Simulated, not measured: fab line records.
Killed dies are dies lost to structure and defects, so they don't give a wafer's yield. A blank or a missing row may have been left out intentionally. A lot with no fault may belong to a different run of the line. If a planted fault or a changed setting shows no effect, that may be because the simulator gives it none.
Comparing a struck lot with a sound one / flow sky130 / 14 out of 708 route steps
Sound: wafers L392.1, L392.5, L392.6. The struck wafers were L403.1, L403.3, L403.4. Last of all comes the cause.
Per side, at each step with rows, come the tool, then ch with its chambers, and then its first start. Under that, the readings that differ: sound wafers / struck wafers / difference of the means / sigmas: that difference in standard deviations of wafers without a fault.
alike: a reading whose means differ by less than 2 such deviations, as well as words and numbers matching on both sides. not compared: withheld readings; readings where some wafer has no value; bounds like >300 that might hide an equal value; numbers whose values overlap and for which the record gives no deviation.
Wherever a step has rows on one side only, a row that says differs or no value, or a row with sigmas, the two part there. Numbers that don't overlap but have no deviation are shown without sigmas and don't part them. Lack of a reading on every wafer of one side parts them only where that side has two or more wafers.

first, 3 steps without rows for these wafers: SKY_VT_ADJUST_PCH_EXPOSE_04 (exposes mask NWM, target cd 840 nm); SKY_VT_ADJUST_PCH_PEB_05; SKY_VT_ADJUST_PCH_DEVELOP_06 (develop time 60 s).
SKY_VT_ADJUST_PCH_OVL_MEAS_07:
  struck on overlay-02, day 15 18:55; sound on overlay-02, day 12 10:16
  alike: VT_ADJUST_PCH_OVL
then, 1 step without rows for these wafers: SKY_VT_ADJUST_PCH_IMPLANT_08.
SKY_VT_ADJUST_PCH_STRIP_09: strips in O2/N2.
  sound on plasma asher-01 ch 0,1, day 12 10:27; struck on plasma asher-01 ch 0,1, day 15 19:21
reading=strip time to endpoint s (s); sound=36.80 36.83 36.68; struck=37.07 36.96 37.02; difference=+0.25; sigmas=+2
  alike: drypump motor current A, oes product au
  not compared: rf hours counter h
SKY_VT_ADJUST_PCH_TW_MEAS_10:
  struck on film metro-01, day 15 19:27; sound on film metro-03, day 12 10:33
reading=VT_ADJUST_PCH_TW; sound=144.6 144.3 144.4; struck=140.7 141.0 139.9; difference=-3.9; sigmas=-3
then, 5 steps without rows for these wafers: SKY_SONOS_TUNNEL_DEHYDRATE_00 (time 60 s); SKY_SONOS_TUNNEL_HMDS_01 (prime time 60 s); SKY_SONOS_TUNNEL_COAT_02 (resist thk 1140 nm); SKY_SONOS_TUNNEL_SOFTBAKE_03 (time 60 s); SKY_SONOS_TUNNEL_EXPOSE_04 (exposes mask TUNM, target cd 410 nm).
SKY_SONOS_TUNNEL_PEB_05:
  sound on litho track-04 ch 0, day 13 09:43; struck on litho track-03, day 16 21:46
reading=exhaust pa (Pa); sound=46.6 45.0 44.4; struck=- - -; difference=no value on the struck wafers; sigmas=
  not compared: chill plate temp C, resist line temp C, time s
then, 1 step without rows for these wafers: SKY_SONOS_TUNNEL_DEVELOP_06 (develop time 60 s).

WHERE THEY PART
First at SKY_VT_ADJUST_PCH_STRIP_09; last, within this record, at SKY_SONOS_TUNNEL_PEB_05.

WHY: the cause the simulator had injected
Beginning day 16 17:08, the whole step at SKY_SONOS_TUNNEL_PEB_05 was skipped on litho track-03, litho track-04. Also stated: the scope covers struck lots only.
